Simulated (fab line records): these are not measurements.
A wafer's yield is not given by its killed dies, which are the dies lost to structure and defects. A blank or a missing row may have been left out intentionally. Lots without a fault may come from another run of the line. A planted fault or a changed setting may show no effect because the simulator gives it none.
Which tool is to blame? / flow gf180mcu / 14 lots, 42 wafers sampled, at 2 steps of a route of 602

== WHAT EACH GAUGE READ, for each wafer ==
The record lacks any reading of a measuring or inspecting step that a usual standard deviation could be used to judge.

== TOOL THAT RAN EACH LOT (tool first, then ch and the chambers of the sampled wafers, then the start) ==
lot=L703; GF_M5_METAL_ETCH_10=rie metal-04 ch 0,1, day 26 07:34; GF_M5_STRIP_11=plasma asher-02 ch 0,1, day 26 07:41
lot=L704; GF_M5_METAL_ETCH_10=rie metal-02 ch 0,1, day 26 18:30; GF_M5_STRIP_11=plasma asher-03 ch 0,1, day 26 18:37
lot=L705; GF_M5_METAL_ETCH_10=rie metal-02 ch 0,1, day 27 00:06; GF_M5_STRIP_11=plasma asher-02 ch 0,1, day 27 00:14
lot=L706; GF_M5_METAL_ETCH_10=rie metal-04 ch 0,1, day 27 08:18; GF_M5_STRIP_11=plasma asher-04 ch 1, day 27 08:26
lot=L707; GF_M5_METAL_ETCH_10=rie metal-02 ch 0,1, day 27 10:34; GF_M5_STRIP_11=plasma asher-02 ch 0,1, day 27 10:42
lot=L709; GF_M5_METAL_ETCH_10=rie metal-01 ch 0, day 28 05:27; GF_M5_STRIP_11=plasma asher-03 ch 0,1, day 28 05:43
lot=L708; GF_M5_METAL_ETCH_10=rie metal-02 ch 0,1, day 28 12:34; GF_M5_STRIP_11=plasma asher-03 ch 0,1, day 28 12:41
lot=L714; GF_M5_METAL_ETCH_10=rie metal-04 ch 0,1, day 29 18:58; GF_M5_STRIP_11=plasma asher-03 ch 0,1, day 29 19:06
lot=L715; GF_M5_METAL_ETCH_10=rie metal-01 ch 0,1, day 30 01:51; GF_M5_STRIP_11=plasma asher-04 ch 0,1, day 30 01:59
lot=L717; GF_M5_METAL_ETCH_10=rie metal-01 ch 0,1, day 30 17:43; GF_M5_STRIP_11=plasma asher-02 ch 0,1, day 30 17:50
lot=L721; GF_M5_METAL_ETCH_10=rie metal-01 ch 1, day 31 14:16; GF_M5_STRIP_11=plasma asher-04 ch 0,1, day 31 14:23
lot=L724; GF_M5_METAL_ETCH_10=rie metal-04 ch 0,1, day 32 07:07; GF_M5_STRIP_11=plasma asher-03 ch 0,1, day 32 07:14
lot=L725; GF_M5_METAL_ETCH_10=rie metal-01 ch 0,1, day 32 14:39; GF_M5_STRIP_11=plasma asher-03 ch 0,1, day 32 14:47
lot=L726; GF_M5_METAL_ETCH_10=rie metal-02 ch 0,1, day 32 23:42; GF_M5_STRIP_11=plasma asher-04 ch 0,1, day 32 23:50
- GF_M5_METAL_ETCH_10: etches the open film in Cl2/BCl3, stops on SiO2, target depth 750.8 nm, time 125.1 s.
- GF_M5_STRIP_11: strips in O2/N2.

== WHAT THE TOOLS THEMSELVES READ (means of the sampled wafers that have a number; where no wafer has one, the mark that the record gives instead) ==
GF_M5_METAL_ETCH_10. Usual: chamber pressure mTorr 8.000 mTorr, standard deviation 0.007; drypump motor current A 5.5 A, standard deviation 0.31; mfc cl2 sccm 80.01 sccm, standard deviation 0.23; oes product au 0.992 a.u., standard deviation 0.0056; throttle valve pct 28.229 %, standard deviation 0.0098.
lot=L703; tool=rie metal-04; chamber pressure mTorr (mTorr)=8.004; drypump motor current A (A)=5.3; mfc cl2 sccm (sccm)=79.97; oes product au (a.u.)=1.000; throttle valve pct (%)=28.218; flag=
lot=L704; tool=rie metal-02; chamber pressure mTorr (mTorr)=8.006; drypump motor current A (A)=5.6; mfc cl2 sccm (sccm)=79.80; oes product au (a.u.)=0.988; throttle valve pct (%)=28.230; flag=
lot=L705; tool=rie metal-02; chamber pressure mTorr (mTorr)=7.996; drypump motor current A (A)=5.3; mfc cl2 sccm (sccm)=80.10; oes product au (a.u.)=0.987; throttle valve pct (%)=28.237; flag=
lot=L706; tool=rie metal-04; chamber pressure mTorr (mTorr)=8.004; drypump motor current A (A)=5.3; mfc cl2 sccm (sccm)=80.08; oes product au (a.u.)=0.993; throttle valve pct (%)=28.223; flag=
lot=L707; tool=rie metal-02; chamber pressure mTorr (mTorr)=8.002; drypump motor current A (A)=5.3; mfc cl2 sccm (sccm)=80.01; oes product au (a.u.)=0.760; throttle valve pct (%)=28.485; flag=OFF
lot=L709; tool=rie metal-01; chamber pressure mTorr (mTorr)=7.999; drypump motor current A (A)=5.5; mfc cl2 sccm (sccm)=80.09; oes product au (a.u.)=0.998; throttle valve pct (%)=28.231; flag=
lot=L708; tool=rie metal-02; chamber pressure mTorr (mTorr)=7.999; drypump motor current A (A)=5.3; mfc cl2 sccm (sccm)=80.10; oes product au (a.u.)=0.763; throttle valve pct (%)=28.480; flag=OFF
lot=L714; tool=rie metal-04; chamber pressure mTorr (mTorr)=7.996; drypump motor current A (A)=5.3; mfc cl2 sccm (sccm)=79.94; oes product au (a.u.)=0.991; throttle valve pct (%)=28.238; flag=
lot=L715; tool=rie metal-01; chamber pressure mTorr (mTorr)=8.000; drypump motor current A (A)=5.8; mfc cl2 sccm (sccm)=79.96; oes product au (a.u.)=0.992; throttle valve pct (%)=28.236; flag=
lot=L717; tool=rie metal-01; chamber pressure mTorr (mTorr)=8.000; drypump motor current A (A)=5.6; mfc cl2 sccm (sccm)=79.96; oes product au (a.u.)=0.991; throttle valve pct (%)=28.231; flag=
lot=L721; tool=rie metal-01; chamber pressure mTorr (mTorr)=8.005; drypump motor current A (A)=5.9; mfc cl2 sccm (sccm)=79.97; oes product au (a.u.)=0.991; throttle valve pct (%)=28.223; flag=
lot=L724; tool=rie metal-04; chamber pressure mTorr (mTorr)=7.997; drypump motor current A (A)=5.5; mfc cl2 sccm (sccm)=80.05; oes product au (a.u.)=0.990; throttle valve pct (%)=28.236; flag=
lot=L725; tool=rie metal-01; chamber pressure mTorr (mTorr)=7.995; drypump motor current A (A)=5.8; mfc cl2 sccm (sccm)=79.86; oes product au (a.u.)=0.996; throttle valve pct (%)=28.233; flag=
lot=L726; tool=rie metal-02; chamber pressure mTorr (mTorr)=7.999; drypump motor current A (A)=5.6; mfc cl2 sccm (sccm)=79.97; oes product au (a.u.)=0.995; throttle valve pct (%)=28.229; flag=

GF_M5_STRIP_11. Usual: chamber pressure mTorr 1500.2 mTorr, standard deviation 1.3; drypump motor current A 5.9 A, standard deviation 0.6; heater power w 373 W, standard deviation 53; oes product au 0.524 a.u., standard deviation 0.0053; strip time to endpoint s 7.03 s, standard deviation 0.046.
lot=L703; tool=plasma asher-02; chamber pressure mTorr (mTorr)=1500.4; drypump motor current A (A)=6.3; heater power w (W)=400; oes product au (a.u.)=0.525; strip time to endpoint s (s)=7.04; flag=
lot=L704; tool=plasma asher-03; chamber pressure mTorr (mTorr)=1500.4; drypump motor current A (A)=5.8; heater power w (W)=393; oes product au (a.u.)=0.524; strip time to endpoint s (s)=7.03; flag=
lot=L705; tool=plasma asher-02; chamber pressure mTorr (mTorr)=1500.8; drypump motor current A (A)=6.2; heater power w (W)=402; oes product au (a.u.)=0.526; strip time to endpoint s (s)=7.05; flag=
lot=L706; tool=plasma asher-04; chamber pressure mTorr (mTorr)=1500.8; drypump motor current A (A)=4.7; heater power w (W)=336; oes product au (a.u.)=0.521; strip time to endpoint s (s)=7.01; flag=
lot=L707; tool=plasma asher-02; chamber pressure mTorr (mTorr)=1499.3; drypump motor current A (A)=6.3; heater power w (W)=400; oes product au (a.u.)=0.574; strip time to endpoint s (s)=8.17; flag=OFF
lot=L709; tool=plasma asher-03; chamber pressure mTorr (mTorr)=1500.4; drypump motor current A (A)=6.0; heater power w (W)=345; oes product au (a.u.)=0.524; strip time to endpoint s (s)=7.03; flag=
lot=L708; tool=plasma asher-03; chamber pressure mTorr (mTorr)=1500.3; drypump motor current A (A)=5.8; heater power w (W)=391; oes product au (a.u.)=0.579; strip time to endpoint s (s)=8.18; flag=OFF
lot=L714; tool=plasma asher-03; chamber pressure mTorr (mTorr)=1499.4; drypump motor current A (A)=5.8; heater power w (W)=399; oes product au (a.u.)=0.527; strip time to endpoint s (s)=7.06; flag=
lot=L715; tool=plasma asher-04; chamber pressure mTorr (mTorr)=1500.5; drypump motor current A (A)=5.2; heater power w (W)=335; oes product au (a.u.)=0.525; strip time to endpoint s (s)=7.07; flag=
lot=L717; tool=plasma asher-02; chamber pressure mTorr (mTorr)=1500.4; drypump motor current A (A)=6.2; heater power w (W)=427; oes product au (a.u.)=0.521; strip time to endpoint s (s)=7.04; flag=
lot=L721; tool=plasma asher-04; chamber pressure mTorr (mTorr)=1500.9; drypump motor current A (A)=5.2; heater power w (W)=336; oes product au (a.u.)=0.526; strip time to endpoint s (s)=7.04; flag=
lot=L724; tool=plasma asher-03; chamber pressure mTorr (mTorr)=1500.9; drypump motor current A (A)=5.8; heater power w (W)=379; oes product au (a.u.)=0.517; strip time to endpoint s (s)=6.98; flag=
lot=L725; tool=plasma asher-03; chamber pressure mTorr (mTorr)=1499.8; drypump motor current A (A)=6.0; heater power w (W)=356; oes product au (a.u.)=0.520; strip time to endpoint s (s)=7.04; flag=
lot=L726; tool=plasma asher-04; chamber pressure mTorr (mTorr)=1499.5; drypump motor current A (A)=5.2; heater power w (W)=331; oes product au (a.u.)=0.528; strip time to endpoint s (s)=7.03; flag=

== THE ANSWER, worked out from the rows above alone ==
Rule: a lot counts as off when the mean over its wafers that have a number is more than 3 standard deviations away from the usual mean. Also off: a lot with no number at a reading for which 4 or more lots have one. The other lots that the step has rows for count as sound. Order of review: gauges by route order, followed by the tools' own readings, for which a lot's mean as printed above is used. At the first step where some lot is off, the reading lying furthest off is the one used; lots without a number count as furthest.
Off: L707, L708 (GF_M5_METAL_ETCH_10, oes product au).
A tool fits if, at that step or a process step before it, it ran every lot that is off, and no sound lot after the first of them. Of those tried, none fits.

== WHAT THE SIMULATOR PUT IN ==
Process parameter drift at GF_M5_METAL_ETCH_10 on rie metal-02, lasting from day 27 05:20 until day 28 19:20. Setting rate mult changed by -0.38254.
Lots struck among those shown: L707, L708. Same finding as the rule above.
